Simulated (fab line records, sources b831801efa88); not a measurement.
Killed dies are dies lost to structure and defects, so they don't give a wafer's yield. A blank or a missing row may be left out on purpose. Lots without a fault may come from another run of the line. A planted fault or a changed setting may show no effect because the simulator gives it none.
fab line records | flow sky130
record lots=14 wafers=42 last_day=51
route steps=708 shown VT_ADJUST_HVTR@142 SONOS_ONO@181 GATE_OXIDE@201 POLY_GATE@226 PAD_OPEN@708
lots that met no fault: from a run of the same line without faults
start_h: hours from the record's first day to the start of the lot's first wafer shown | wait_h: hours since the lot's step before | " the same as in the row above | L1.1+2: a row that stands for several wafers | - no value, or no start given | * or withheld: withheld | < > ~ a bound
route shown NAME@n: a module of which the file shows steps, and the number in the route of the first | usual: mean/standard deviation of fault-free wafers | same: alike in all rows | chamber/n: place in a boat | sites: the reading at each site | _std_site: their standard deviation | _edge_site: outer sites' mean less inner sites' | radius_mm: how far each site lies from the wafer's centre | mask NAME#n: copy n | behind: the tool/chamber that last shaped the wafer | hold: why the lot was held/for how many hours/how that ended | device: the transistor (n, p or np) that didn't switch | end of line: the same wafers' tests at the end of the route | a step without rows: its recipe alone | killed: dies lost to structure and defects at the first sort, not the wafer's yield | map: a wafer's dies, x killed, . not, _ none there
set.NAME: the setting as run; set.NAME@STEP: as run at that earlier step | model.NAME: the simulator's own value behind a step, which no gauge read
steps of the route over a sample of lots; a table a step, a row a wafer
## steps
# step SKY_VT_ADJUST_HVTR_TW_MEAS_11
# usual VT_ADJUST_HVTR_TW=210.8/1.9
# columns lot.wafer tool chamber start_h wait_h VT_ADJUST_HVTR_TW
L854.1 film_metro-03 - 218.50 0.1 211.3
L854.3 " - " " 210.3
L854.4 " - " " 211.5
L855.1 film_metro-01 - 226.02 0.1 208.4
L855.4 " - " " 210.1
L855.6 " - " " 208.8
L856.1 film_metro-02 - 234.05 0.1 212.6
L856.2 " - " " 213.8
L856.6 " - " " 212.4
L857.1 film_metro-02 - 242.62 0.1 211.8
L857.4 " - " " 213.1
L857.6 " - " " 213.3
L858.4 film_metro-02 - 247.24 0.1 212.6
L858.5 " - " " 212.5
L858.6 " - " " 212.5
L859.3 film_metro-01 - 252.49 0.1 209.4
L859.5 " - " " 208.8
L859.6 " - " " 209.9
L860.3 film_metro-01 - 261.83 0.1 208.7
L860.4 " - " " 210.1
L860.6 " - " " 209.4
L862.2 film_metro-03 - 277.07 0.1 211.4
L862.3 " - " " 211.7
L862.4 " - " " 210.8
L863.2 film_metro-02 - 281.38 0.1 211.8
L863.3 " - " " 212.3
L863.6 " - " " 211.4
L865.2 film_metro-01 - 295.82 0.1 208.1
L865.4 " - " " 208.6
L865.6 " - " " 209.7
L867.3 film_metro-03 - 314.62 0.1 211.7
L867.5 " - " " 211.5
L867.6 " - " " 211.9
L868.2 film_metro-01 - 320.91 0.1 208.0
L868.3 " - " " 208.1
L868.6 " - " " 208.9
L870.1 film_metro-01 - 335.45 0.1 208.0
L870.2 " - " " 207.5
L870.5 " - " " 208.5
L876.2 film_metro-03 - 373.77 0.1 212.1
L876.3 " - " " 209.8
L876.6 " - " " 210.4
# step SKY_SONOS_ONO_CD_MEAS_13
# recipe target_cd_nm=410
# usual cd_nm=408/3.1
# columns lot.wafer tool chamber start_h wait_h cd_nm
L854.1 cd_sem-02 - 296.47 0.1 411
L854.3 " - " " 411
L854.4 " - " " 410
L855.1 cd_sem-01 - 306.75 0.1 407
L855.4 " - " " 410
L855.6 " - " " 408
L856.1 cd_sem-02 - 311.75 0.1 409
L856.2 " - " " 408
L856.6 " - " " 408
L857.1 cd_sem-01 - 324.55 0.1 406
L857.4 " - " " 406
L857.6 " - " " 407
L858.4 cd_sem-02 - 328.93 0.1 411
L858.5 " - " " 409
L858.6 " - " " 411
L859.3 cd_sem-02 - 335.16 0.1 410
L859.5 " - " " 410
L859.6 " - " " 409
L860.3 cd_sem-01 - 345.81 0.1 411
L860.4 " - " " 410
L860.6 " - " " 411
L862.2 cd_sem-02 - 361.14 0.1 409
L862.3 " - " " 407
L862.4 " - " " 407
L863.2 cd_sem-02 - 368.89 0.1 405
L863.3 " - " " 403
L863.6 " - " " 405
L865.2 cd_sem-01 - 384.19 0.1 407
L865.4 " - " " 407
L865.6 " - " " 408
L867.3 cd_sem-02 - 404.81 0.1 404
L867.5 " - " " 404
L867.6 " - " " 404
L868.2 cd_sem-01 - 412.89 0.1 411
L868.3 " - " " 410
L868.6 " - " " 408
L870.1 cd_sem-01 - 427.77 0.1 405
L870.2 " - " " 405
L870.5 " - " " 404
L876.2 cd_sem-02 - 471.24 0.1 415
L876.3 " - " " 416
L876.6 " - " " 414
# step SKY_GATE_OXIDE_TW_MEAS_14
# usual GATE_OXIDE_TW=223.5/2.4
# columns lot.wafer tool chamber start_h wait_h GATE_OXIDE_TW
L854.1 film_metro-03 - 326.46 0.1 224.0
L854.3 " - " " 224.9
L854.4 " - " " 224.4
L855.1 film_metro-03 - 335.75 0.1 223.9
L855.4 " - " " 225.1
L855.6 " - " " 224.9
L856.1 film_metro-01 - 342.54 0.1 221.1
L856.2 " - " " 220.9
L856.6 " - " " 219.9
L857.1 film_metro-01 - 354.61 0.1 221.2
L857.4 " - " " 220.7
L857.6 " - " " 219.4
L858.4 film_metro-01 - 360.89 0.1 221.3
L858.5 " - " " 220.5
L858.6 " - " " 219.8
L859.3 film_metro-01 - 365.66 0.1 220.8
L859.5 " - " " 222.5
L859.6 " - " " 220.5
L860.3 film_metro-01 - 377.57 0.1 219.5
L860.4 " - " " 220.7
L860.6 " - " " 221.4
L862.2 film_metro-02 - 392.50 0.1 225.4
L862.3 " - " " 225.3
L862.4 " - " " 226.2
L863.2 film_metro-01 - 400.06 0.1 220.7
L863.3 " - " " 220.2
L863.6 " - " " 221.5
L865.2 film_metro-01 - 416.60 0.1 220.2
L865.4 " - " " 221.0
L865.6 " - " " 221.0
L867.3 film_metro-02 - 440.52 0.1 224.4
L867.5 " - " " 224.9
L867.6 " - " " 224.4
L868.2 film_metro-03 - 447.29 0.1 224.5
L868.3 " - " " 225.6
L868.6 " - " " 225.6
L870.1 film_metro-02 - 461.35 0.1 227.3
L870.2 " - " " 226.6
L870.5 " - " " 227.4
L876.2 film_metro-03 - 506.16 0.1 221.7
L876.3 " - " " 223.5
L876.6 " - " " 221.9
# step SKY_POLY_GATE_DEVELOP_12
# recipe develop_time_s=60 resist=KrF-thick dev_temp_c=21
# usual developer_temp_C=21.00/0.1 resist_line_temp_C=22.99/0.1
# columns lot.wafer tool chamber start_h wait_h developer_temp_C resist_line_temp_C
L854.1 litho_track-01 0 395 - 20.91 22.89
L854.3 " 0 " " 20.86 22.83
L854.4 " 0 " " 21.15 22.95
L855.1 litho_track-02 0 399 - 20.96 23.09
L855.4 " 0 " " 20.88 22.97
L855.6 " 0 " " 21.02 23.04
L856.1 litho_track-01 0 406 - 20.86 22.83
L856.2 " 0 " " 20.88 23.07
L856.6 " 0 " " 20.84 23.18
L857.1 litho_track-02 0 418 - 21.02 22.84
L857.4 " 0 " " 21.18 22.97
L857.6 " 0 " " 20.81 23.08
L858.4 litho_track-02 0 422 - 20.91 23.16
L858.5 " 0 423 - 21.06 23.15
L858.6 " 0 " " 20.93 23.15
L859.3 litho_track-02 0 431 - 21.00 22.97
L859.5 " 0 " " 21.03 22.87
L859.6 " 0 " " 21.13 22.84
L860.3 litho_track-02 0 447 - 21.10 23.02
L860.4 " 0 " " 20.91 22.78
L860.6 " 0 " " 21.16 22.95
L862.2 litho_track-04 0 458 - 21.07 22.85
L862.3 " 0 " " 20.88 22.99
L862.4 " 0 459 - 21.04 22.91
L863.2 litho_track-01 0 468 - 21.12 23.06
L863.3 " 0 " " 20.99 22.95
L863.6 " 0 " " 21.13 22.93
L865.2 litho_track-02 0 485 - 21.08 23.19
L865.4 " 0 " " 21.18 23.19
L865.6 " 0 " " 21.11 23.29
L867.3 litho_track-01 0 506 - 21.06 22.95
L867.5 " 0 " " 20.89 22.96
L867.6 " 0 507 - 20.92 23.09
L868.2 litho_track-01 0 513 - 21.76 23.00
L868.3 " 0 " " 21.70 22.93
L868.6 " 0 " " 21.56 23.00
L870.1 litho_track-01 0 531 - 21.56 23.08
L870.2 " 0 " " 21.60 22.97
L870.5 " 0 " " 21.61 23.04
L876.2 litho_track-02 0 572 - 21.02 22.98
L876.3 " 0 " " 20.94 22.95
L876.6 " 0 " " 21.21 22.88
# step SKY_PAD_OPEN_PROBE_99
# usual killed_at_M0_to_M3=43/7.3 killed_at_M4_up=3.4/2.1 killed_at_contacts=24/5.9 killed_at_front_end=14/4 killed_at_other=0.3/0.54 killed_dies=85/10 killed_open=46/7.7 killed_short=38/6
# same gross_dies=492 killed_at_back_side=0
# columns lot.wafer tool chamber start_h wait_h killed_at_M0_to_M3 killed_at_M4_up killed_at_contacts killed_at_front_end killed_at_other killed_dies killed_open killed_short
L862.2 prober-01 - 1152.19 0.1 44 2 30 19 0 95 54 40
L862.3 prober-01 - 1152.24 0.2 35 2 30 16 0 83 43 39
L862.4 prober-01 - 1152.29 0.2 37 1 27 14 0 79 39 40
L863.2 prober-02 - 1157.82 0.1 52 2 30 20 0 104 60 44
L863.3 prober-02 - 1157.87 0.2 50 2 20 11 0 83 47 36
L863.6 prober-02 - 1158.02 0.2 39 4 23 15 0 81 46 35
L865.2 prober-02 - 1164.52 0.1 29 3 29 25 0 86 55 31
L865.4 prober-02 - 1164.62 0.2 45 2 25 12 0 84 46 38
L865.6 prober-02 - 1164.72 0.2 29 1 37 15 0 82 46 36
# killed by level:class
L862.2 CONTACT:geometric_particle:open=11 VIA1:geometric_particle:open=9 LI_CONTACT:geometric_particle:open=8 POLY_GATE:geometric_particle:open=7 VIA2:geometric_particle:open=7 METAL2:geometric_particle:short=6 LOCAL_INTERCONNECT:geometric_particle:short=5 VIA3:geometric_particle:open=5
L862.3 CONTACT:geometric_particle:open=12 VIA1:geometric_particle:open=8 LI_CONTACT:geometric_particle:open=6 CONTACT:geometric_particle:short=6 METAL1:geometric_particle:short=6 FIELD_ISO:geometric_particle:short=5 VIA2:geometric_particle:open=5 METAL2:geometric_particle:short=4
L862.4 VIA1:geometric_particle:open=8 LI_CONTACT:geometric_particle:open=7 LOCAL_INTERCONNECT:geometric_particle:short=7 CONTACT:geometric_particle:open=6 VIA1:geometric_particle:short=6 VIA2:geometric_particle:open=5 METAL2:geometric_particle:short=5 FIELD_ISO:geometric_particle:short=4
L863.2 VIA1:geometric_particle:open=19 CONTACT:geometric_particle:short=9 CONTACT:geometric_particle:open=8 LI_CONTACT:geometric_particle:open=7 VIA3:geometric_particle:open=6 VIA1:geometric_particle:short=6 FIELD_ISO:geometric_particle:open=5 LOCAL_INTERCONNECT:geometric_particle:short=5
L863.3 VIA1:geometric_particle:open=13 LI_CONTACT:geometric_particle:open=8 VIA2:geometric_particle:open=8 METAL1:geometric_particle:short=6 VIA1:geometric_particle:short=6 VIA3:geometric_particle:open=6 CONTACT:geometric_particle:open=5 POLY_GATE:geometric_particle:short=4
L863.6 CONTACT:geometric_particle:open=13 VIA2:geometric_particle:open=7 VIA1:geometric_particle:open=6 METAL1:geometric_particle:short=6 POLY_GATE:geometric_particle:open=5 VIA3:geometric_particle:open=5 VIA3:geometric_particle:short=5 POLY_GATE:geometric_particle:short=4
L865.2 LI_CONTACT:geometric_particle:open=15 POLY_GATE:geometric_particle:open=11 VIA3:geometric_particle:open=8 POLY_GATE:geometric_particle:short=6 VIA1:geometric_particle:open=5 VIA2:geometric_particle:open=5 CONTACT:geometric_particle:open=4 FIELD_ISO:geometric_particle:short=3
L865.4 VIA1:geometric_particle:open=9 CONTACT:geometric_particle:open=9 METAL1:geometric_particle:short=7 METAL2:geometric_particle:short=7 LI_CONTACT:geometric_particle:open=6 CONTACT:geometric_particle:short=6 VIA2:geometric_particle:open=5 POLY_GATE:geometric_particle:short=3
L865.6 CONTACT:geometric_particle:open=17 LI_CONTACT:geometric_particle:open=8 FIELD_ISO:geometric_particle:short=7 VIA2:geometric_particle:open=7 VIA1:geometric_particle:open=5 METAL2:geometric_particle:short=5 POLY_GATE:geometric_particle:short=4 LI_CONTACT:geometric_particle:short=4
## key
first_sign step=SKY_POLY_GATE_DEVELOP_12 reading=developer_temp_C direction=up sigmas=6.3 usual=* struck=*
effect none on later readings
met_at SKY_POLY_GATE_DEVELOP_12
struck_lots L868,L870
tester_left_out L868,L870
loop_trim step=SKY_POLY_GATE_EXPOSE_10 setting=dose lots=L870
not_acting_at SKY_VT_ADJUST_HVTR_TW_MEAS_11,SKY_SONOS_ONO_CD_MEAS_13,SKY_GATE_OXIDE_TW_MEAS_14
onset_between 506 513
fault kind=process_parameter_drift tool=litho_track-01 chamber=- onset_h=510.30 steps=SKY_POLY_GATE_DEVELOP_12 channel=dev_temp_c offset=* shape=step end_h=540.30 acts_in=* stated=*
# tester_left_out: of these lots the tester's yield and bins aren't shown, on N5 and GAA mostly nor the transistor test; their killed dies are dies lost to structure and defects alone, not to doping, threshold or leakage, so they don't give the yield
# loop_trim: a control loop set the setting to another value than it would have without faults
